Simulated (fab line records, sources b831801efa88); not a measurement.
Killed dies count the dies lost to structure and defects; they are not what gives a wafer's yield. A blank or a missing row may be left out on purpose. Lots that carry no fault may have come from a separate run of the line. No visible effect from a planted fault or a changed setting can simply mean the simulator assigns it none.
Chamber matching | flow gf180mcu | GF_V3_CVD_02 on pecvd-01: 3 sister chambers
The step deposits SiO2 from TEOS, target thk 850 nm, time 94.851 s. 3 wafers are shown with their chamber, then 10 later ones without.

EACH WAFER AND ITS CHAMBER
wafer  | chamber | heaterPowerW (W)
L083.5 | 2       | 621
L086.6 | 0       | 739
L087.4 | 1       | 536

WAFERS WHOSE CHAMBER IS MISSING
wafer  | heaterPowerW (W)
L087.6 | 602
L089.1 | 674
L089.2 | 531
L089.4 | 579
L094.1 | 541
L094.5 | 528
L094.6 | 594
L095.1 | 664
L095.2 | 650
L095.4 | 506

WHICH CHAMBER EACH ONE RAN IN
wafer  | from the rows above     | in truth
L087.6 | can't be placed: 2 or 1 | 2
L089.1 | can't be placed: 2 or 0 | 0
L089.2 | 1                       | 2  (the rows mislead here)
L089.4 | can't be placed: 2 or 1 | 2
L094.1 | 1                       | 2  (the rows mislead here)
L094.5 | 1                       | 1
L094.6 | can't be placed: 2 or 1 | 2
L095.1 | can't be placed: 2 or 0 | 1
L095.2 | can't be placed: 2 or 0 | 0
L095.4 | 1                       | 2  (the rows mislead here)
1 of 10 placed correctly. Not placeable from these rows: 6 (in 5, the candidates include the true chamber). Placed wrongly: 3.
How it was worked out, from the rows above alone: a wafer's distance from a chamber is the root of the sum, over the readings, of the square of ((its reading less the chamber's mean) divided by the reading's scatter). If the next closest chamber is less than 2 further off than the closest, the wafer can't be placed; otherwise it belongs to the closest. A chamber's mean is the mean of its shown wafers. The scatter (one wafer shown for each chamber): square how far every hidden wafer sits from the nearest shown wafer, average those squares and take the square root.
